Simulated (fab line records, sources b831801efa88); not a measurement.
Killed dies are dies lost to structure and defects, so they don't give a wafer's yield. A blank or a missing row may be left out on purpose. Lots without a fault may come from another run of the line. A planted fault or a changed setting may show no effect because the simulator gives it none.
Tool commonality check | flow sky130 | 13 lots, 39 wafers sampled

WHY IT WAS OPENED
At SKY_SONOS_ONO_THK_MEAS_05 the reading SONOS_ONO_CVD_04_THK is flagged on 3 of 13 lots. Wafers without a fault read 5.72 nm, standard deviation 0.14.
Rule: a lot is flagged when every wafer of it that has a number lies more than 4 standard deviations from that mean, or none has a number. The other lots count as sound.

lot  | measured     | on            | SONOS_ONO_CVD_04_THK (nm), wafer by wafer | flag
L941 | day 11 19:27 | film_metro-03 | 5.71 5.67 5.72                            |
L942 | day 12 03:40 | film_metro-01 | 5.64 5.70 5.73                            |
L943 | day 12 16:33 | film_metro-01 | 5.53 5.58 5.49                            |
L944 | day 12 22:49 | film_metro-01 | 5.67 5.74 5.71                            |
L945 | day 13 03:14 | film_metro-04 | 5.93 5.89 6.05                            |
L946 | day 13 09:34 | film_metro-01 | 5.69 5.73 5.68                            |
L947 | day 13 19:23 | film_metro-04 | 5.69 5.76 5.73                            |
L948 | day 14 10:11 | film_metro-03 | 5.76 5.68 5.57                            |
L949 | day 14 10:11 | film_metro-04 | 6.00 6.07 5.90                            |
L952 | day 15 18:28 | film_metro-04 | 5.86 5.83 5.83                            |
L957 | day 17 09:19 | film_metro-01 | 11.05 11.03 11.01                         | FLAGGED
L958 | day 17 09:19 | film_metro-04 | 10.77 10.80 10.83                         | FLAGGED
L959 | day 17 18:56 | film_metro-01 | 10.51 10.63 10.56                         | FLAGGED
The numbers of the flagged lots are 10.80 nm on average: +5.08 nm against the usual, or +36 standard deviations.

WHICH TOOL RAN EACH LOT
The record holds 1 process step before the reading, out of a route of 708 steps. In each cell: the tool, then ch and the chambers that the sampled wafers went through, then the start.
lot  | flag    | SKY_SONOS_ONO_CVD_04
L941 |         | lpcvd-03 ch 1, day 11 18:12
L942 |         | lpcvd-03 ch 1, day 12 02:25
L943 |         | lpcvd-03 ch 1, day 12 15:16
L944 |         | lpcvd-03 ch 0, day 12 21:34
L945 |         | lpcvd-03 ch 1, day 13 01:57
L946 |         | lpcvd-03 ch 1, day 13 08:19
L947 |         | lpcvd-03 ch 0, day 13 18:07
L948 |         | lpcvd-03 ch 0, day 14 08:56
L949 |         | lpcvd-03 ch 0, day 14 08:56
L952 |         | lpcvd-03 ch 1, day 15 17:11
L957 | FLAGGED | lpcvd-03 ch 0, day 17 08:04
L958 | FLAGGED | lpcvd-03 ch 0, day 17 08:04
L959 | FLAGGED | lpcvd-03 ch 0, day 17 17:41
What these steps do:
- SKY_SONOS_ONO_CVD_04: deposits SiO2 from SiH4/N2O, target thk 5.7199 nm.
- SKY_SONOS_ONO_THK_MEAS_05

FLAGGED OVER TOTAL, TOOL BY TOOL (the gauges that took the reading come last)
step                      | tool          | lots run | flagged | share of the flagged lots | sound lots run after its first flagged lot
SKY_SONOS_ONO_CVD_04      | lpcvd-03      | 13       | 3       | all                       | 0
SKY_SONOS_ONO_THK_MEAS_05 | film_metro-01 | 6        | 2       | some                      | 0
SKY_SONOS_ONO_THK_MEAS_05 | film_metro-03 | 2        | 0       | none                      | -
SKY_SONOS_ONO_THK_MEAS_05 | film_metro-04 | 5        | 1       | some                      | 0

WHAT THE TABLE ALLOWS
1 row of the table ran every flagged lot: lpcvd-03 at SKY_SONOS_ONO_CVD_04.
- lpcvd-03 at SKY_SONOS_ONO_CVD_04: 3 of its 13 lots flagged. Its last sound lot is L952 (day 15 17:11), its first flagged lot L957 (day 17 08:04): a fault that began between those two fits.
One tool is left: lpcvd-03 at SKY_SONOS_ONO_CVD_04.

WHAT THE SIMULATOR HAD PUT IN
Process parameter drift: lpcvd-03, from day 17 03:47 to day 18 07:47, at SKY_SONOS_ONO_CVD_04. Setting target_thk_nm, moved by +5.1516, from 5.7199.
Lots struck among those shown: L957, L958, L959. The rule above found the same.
